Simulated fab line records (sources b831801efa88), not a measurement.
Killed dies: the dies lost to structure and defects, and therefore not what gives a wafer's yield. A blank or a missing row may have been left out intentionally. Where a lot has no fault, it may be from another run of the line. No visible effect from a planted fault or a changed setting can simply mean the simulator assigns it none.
Which tool was responsible?	flow sky130	Sampling: 24 lots, 72 wafers, 6 of 708 route steps

## WHAT EACH GAUGE READ, for each wafer
SKY_FIELD_ISO_THK_MEAS_02. Usual: FIELD_ISO_OXIDATION_00_THK typically reads 11.97 nm, with standard deviation 0.23.
lot	measured	on	FIELD_ISO_OXIDATION_00_THK (nm)	flag
L074	day 1 13:19	film metro-04	11.97 11.96 11.89	
L075	day 1 17:35	film metro-02	11.75 11.63 11.67	
L076	day 1 21:48	film metro-01	12.23 12.09 12.34	
L077	day 2 02:38	film metro-01	11.99 11.86 11.84	
L078	day 2 08:21	film metro-01	12.16 12.21 12.05	
L079	day 2 12:39	film metro-02	11.75 11.78 11.82	
L080	day 2 18:41	film metro-02	11.77 11.73 11.65	
L081	day 2 23:03	film metro-02	12.06 12.04 11.99	
L082	day 3 04:13	film metro-02	12.23 12.21 12.03	
L083	day 3 08:40	film metro-02	12.39 12.36 12.29	
L084	day 3 13:39	film metro-02	11.57 11.85 11.79	
L085	day 3 18:38	film metro-01	11.50 11.84 11.75	
L086	day 3 23:59	film metro-02	11.94 11.87 11.89	
L087	day 4 05:00	film metro-01	11.89 12.01 12.10	
L088	day 4 11:03	film metro-02	11.84 11.89 11.83	
L089	day 4 15:49	film metro-01	11.85 11.93 11.97	
L090	day 4 20:14	film metro-01	12.41 12.08 12.17	
L091	day 5 00:38	film metro-01	11.87 11.91 12.00	
L092	day 5 06:47	film metro-01	12.07 12.13 11.99	
L093	day 5 10:38	film metro-01	12.33 12.44 12.44	
L094	day 5 15:58	film metro-02	12.13 12.05 12.14	
L095	day 5 21:49	film metro-01	11.70 11.92 11.75	
L096	day 6 02:13	film metro-01	11.69 11.82 11.58	
L097	day 6 06:38	film metro-01	11.83 11.93 11.75	

SKY_LI_CONTACT_OVL_MEAS_13. Usual: LI_CONTACT_OVL typically reads -6 nm, with standard deviation 4.8.
lot	measured	on	LI_CONTACT_OVL (nm)	flag
L074	day 29 06:59	overlay-01	1 -3 -4	
L075	day 29 18:19	overlay-01	-10 -6 -1	
L076	day 30 12:27	overlay-02	-10 -15 -13	
L077	day 30 17:59	overlay-01	-12 -17 -6	
L078	day 30 21:26	overlay-02	-7 -10 -5	
L079	day 31 05:07	overlay-02	6 9 3	
L080	day 31 14:16	overlay-01	-3 0 -10	
L081	day 31 17:15	overlay-01	-4 -5 -6	
L082	day 32 15:34	overlay-02	-16 -8 -6	
L083	day 32 14:51	overlay-02	-3 0 -9	
L084	day 32 22:58	overlay-02	4 6 -5	
L085	day 33 07:36	overlay-01	-2 -13 -9	
L086	day 34 01:55	overlay-02	-9 0 0	
L087	day 34 04:01	overlay-01	-7 -8 -3	
L088	day 34 05:15	overlay-01	-6 -11 -2	
L089	day 34 07:26	overlay-01	-10 -7 -9	
L090	day 34 21:07	overlay-01	-7 -1 -6	
L091	day 34 22:10	overlay-01	-11 0 -14	
L092	day 35 02:13	overlay-01	-9 -3 -8	
L093	day 35 17:39	overlay-01	-4 -10 -11	
L094	day 36 00:11	overlay-02	1 -4 -3	
L095	day 36 12:17	overlay-01	-10 -4 -10	
L096	day 36 18:01	overlay-01	-5 -10 -8	
L097	day 36 20:57	overlay-02	-10 -8 -7	

SKY_CONTACT_BOW_MEAS_05. Usual: CONTACT_BOW typically reads 83 um, with standard deviation 6.9.
lot	measured	on	CONTACT_BOW (um)	flag
L074	day 30 14:25	film metro-02	68 82 91	
L075	day 31 00:39	film metro-04	97 89 93	
L076	day 31 18:28	film metro-02	95 91 89	
L077	day 32 00:47	film metro-04	85 87 90	
L078	day 32 03:48	film metro-02	85 76 86	
L079	day 32 11:26	film metro-01	87 91 75	
L080	day 32 20:30	film metro-02	74 82 78	
L081	day 32 23:37	film metro-02	80 84 96	
L082	day 33 21:19	film metro-04	83 75 75	
L083	day 33 20:43	film metro-01	89 85 76	
L084	day 34 04:44	film metro-02	86 77 83	
L085	day 34 13:07	film metro-02	81 78 92	
L086	day 35 08:05	film metro-04	76 90 77	
L087	day 35 09:46	film metro-02	85 82 76	
L088	day 35 10:56	film metro-02	85 81 80	
L089	day 35 13:03	film metro-04	71 65 72	
L090	day 36 02:52	film metro-04	91 70 90	
L091	day 36 04:10	film metro-01	83 78 74	
L092	day 36 07:43	film metro-02	70 82 82	
L093	day 36 22:10	film metro-02	98 89 70	
L094	day 37 04:49	film metro-04	79 82 82	
L095	day 37 17:43	film metro-04	81 87 86	
L096	day 37 23:20	film metro-02	84 89 90	
L097	day 38 02:12	film metro-04	82 78 80	

SKY_CAP2M_OVL_MEAS_12. Usual: CAP2M_OVL typically reads 0.9 nm, with standard deviation 1.4.
lot	measured	on	CAP2M_OVL (nm)	flag
L074	day 41 01:18	overlay-02	0.4 -0.6 0.9	
L075	day 41 09:04	overlay-01	-0.9 -0.4 -0.7	
L076	day 41 23:58	overlay-02	0.6 0.6 0.5	
L077	day 42 06:05	overlay-01	-1.3 -2.0 -1.8	
L078	day 42 06:45	overlay-02	-1.3 -0.8 -0.8	
L079	day 42 12:58	overlay-02	0.9 1.1 0.9	
L080	day 42 22:46	overlay-02	1.7 1.5 2.0	
L081	day 43 01:02	overlay-01	0.8 1.8 1.2	
L082	day 43 22:32	overlay-02	2.5 3.5 3.2	
L083	day 43 18:07	overlay-01	-0.9 0.5 -0.8	
L084	day 44 04:47	overlay-01	1.8 0.8 2.5	
L085	day 44 07:17	overlay-02	2.7 0.9 1.1	
L086	day 45 01:22	overlay-01	-0.3 -0.2 2.2	
L087	day 45 02:38	overlay-02	2.1 2.9 2.1	
L088	day 45 03:55	overlay-02	-0.4 -0.4 -1.1	
L089	day 45 06:41	overlay-01	-2.1 -1.7 0.2	
L090	day 45 16:56	overlay-02	2.0 0.7 1.2	
L091	day 45 19:14	overlay-02	1.5 0.1 2.6	
L092	day 45 21:56	overlay-02	2.1 3.1 0.7	
L093	day 46 08:08	overlay-01	0.1 0.0 -0.1	
L094	day 46 12:56	overlay-02	3.7 1.1 2.0	
L095	day 46 23:40	overlay-02	1.8 1.3 1.1	
L096	day 47 06:02	overlay-02	2.8 2.7 2.1	
L097	day 47 06:56	overlay-01	0.1 1.4 -0.3	

## WHAT TOOL EACH LOT RAN ON (gives the tool, then ch and the chambers of the sampled wafers, and finally the start)
lot	SKY_CONTACT_CVD_24	SKY_METAL1_SPUTTER_00
L074	cvd w-01 ch 0, day 31 19:16	pvd sputter-01, day 31 19:51
L075	cvd w-01 ch 0,1, day 32 06:04	pvd sputter-04, day 32 06:40
L076	cvd w-01 ch 0,1, day 32 22:37	pvd sputter-02, day 32 23:12
L077	cvd w-01 ch 0,1, day 33 05:01	pvd sputter-04, day 33 05:36
L078	cvd w-02 ch 0,1, day 33 07:44	pvd sputter-01, day 33 08:20
L079	cvd w-01 ch 0,1, day 33 14:49	pvd sputter-01, day 33 15:22
L080	cvd w-01 ch 0,1, day 34 00:32	pvd sputter-04, day 34 01:08
L081	cvd w-01 ch 0, day 34 03:32	pvd sputter-02, day 34 04:07
L082	cvd w-02 ch 0,1, day 35 01:16	pvd sputter-02, day 35 01:52
L083	cvd w-01 ch 0,1, day 35 00:22	pvd sputter-01, day 35 00:58
L084	cvd w-01 ch 0,1, day 35 08:52	pvd sputter-04, day 35 09:25
L085	cvd w-01 ch 1, day 35 16:15	pvd sputter-01, day 35 16:50
L086	cvd w-01 ch 0,1, day 36 11:28	pvd sputter-02, day 36 12:01
L087	cvd w-01 ch 0,1, day 36 12:53	pvd sputter-01, day 36 13:32
L088	cvd w-02 ch 0,1, day 36 14:23	pvd sputter-04, day 36 14:58
L089	cvd w-01 ch 0,1, day 36 16:58	pvd sputter-02, day 36 17:33
L090	cvd w-02 ch 0,1, day 37 06:07	pvd sputter-02, day 37 06:49
L091	cvd w-01 ch 0,1, day 37 07:34	pvd sputter-01, day 37 08:10
L092	cvd w-01 ch 0,1, day 37 10:51	pvd sputter-02, day 37 11:24
L093	cvd w-02 ch 0,1, day 38 01:07	pvd sputter-01, day 38 01:42
L094	cvd w-02 ch 0,1, day 38 08:19	pvd sputter-04, day 38 08:55
L095	cvd w-01 ch 1, day 38 20:52	pvd sputter-04, day 38 21:28
L096	cvd w-01 ch 0,1, day 39 02:22	pvd sputter-01, day 39 03:00
L097	cvd w-01 ch 0, day 39 04:34	pvd sputter-02, day 39 05:09
- SKY_CONTACT_CVD_24: deposits W, target thk 340 nm, time 102.12 s.
- SKY_METAL1_SPUTTER_00: material Ti, target thk 15 nm, time 10 s.

## WHAT THE TOOLS THEMSELVES READ (means of the sampled wafers that have a number; where no wafer has one, the mark that the record gives instead)
SKY_CONTACT_CVD_24. Usual: heater power w reads 878 W (standard deviation 25).
lot	tool	heater power w (W)	flag
L074	cvd w-01	852	
L075	cvd w-01	862	
L076	cvd w-01	855	
L077	cvd w-01	863	
L078	cvd w-02	914	
L079	cvd w-01	867	
L080	cvd w-01	865	
L081	cvd w-01	872	
L082	cvd w-02	920	
L083	cvd w-01	887	
L084	cvd w-01	872	
L085	cvd w-01	873	
L086	cvd w-01	862	
L087	cvd w-01	880	
L088	cvd w-02	922	
L089	cvd w-01	852	
L090	cvd w-02	920	
L091	cvd w-01	869	
L092	cvd w-01	869	
L093	cvd w-02	920	
L094	cvd w-02	912	
L095	cvd w-01	857	
L096	cvd w-01	868	
L097	cvd w-01	877	

SKY_METAL1_SPUTTER_00. Usual: throttle valve pct reads 30.3 % (standard deviation 0.93).
lot	tool	throttle valve pct (%)	flag
L074	pvd sputter-01	30.7	
L075	pvd sputter-04	29.4	
L076	pvd sputter-02	30.6	
L077	pvd sputter-04	30.2	
L078	pvd sputter-01	29.3	
L079	pvd sputter-01	30.2	
L080	pvd sputter-04	29.3	
L081	pvd sputter-02	30.8	
L082	pvd sputter-02	31.0	
L083	pvd sputter-01	30.3	
L084	pvd sputter-04	29.2	
L085	pvd sputter-01	29.5	
L086	pvd sputter-02	30.8	
L087	pvd sputter-01	30.4	
L088	pvd sputter-04	30.3	
L089	pvd sputter-02	29.8	
L090	pvd sputter-02	30.2	
L091	pvd sputter-01	29.7	
L092	pvd sputter-02	30.8	
L093	pvd sputter-01	29.5	
L094	pvd sputter-04	31.3	
L095	pvd sputter-04	30.1	
L096	pvd sputter-01	29.7	
L097	pvd sputter-02	31.0	

## THE ANSWER, worked out from the rows above alone
Rule: a lot counts as off when the mean over its wafers that have a number is more than 3 standard deviations away from the usual mean. A lot without any number at a reading at which 4 lots or more have one is off too. Any other lot the step has rows for is counted as sound. First the gauges in route order, then the tools' own readings, where a lot's mean is used as printed above. At the first step where some lot is off, the reading lying furthest off is the one used; lots without a number count as furthest.
Nothing can be told from this: no lot is off at any reading shown.

## WHAT HAD BEEN PUT IN BY THE SIMULATOR
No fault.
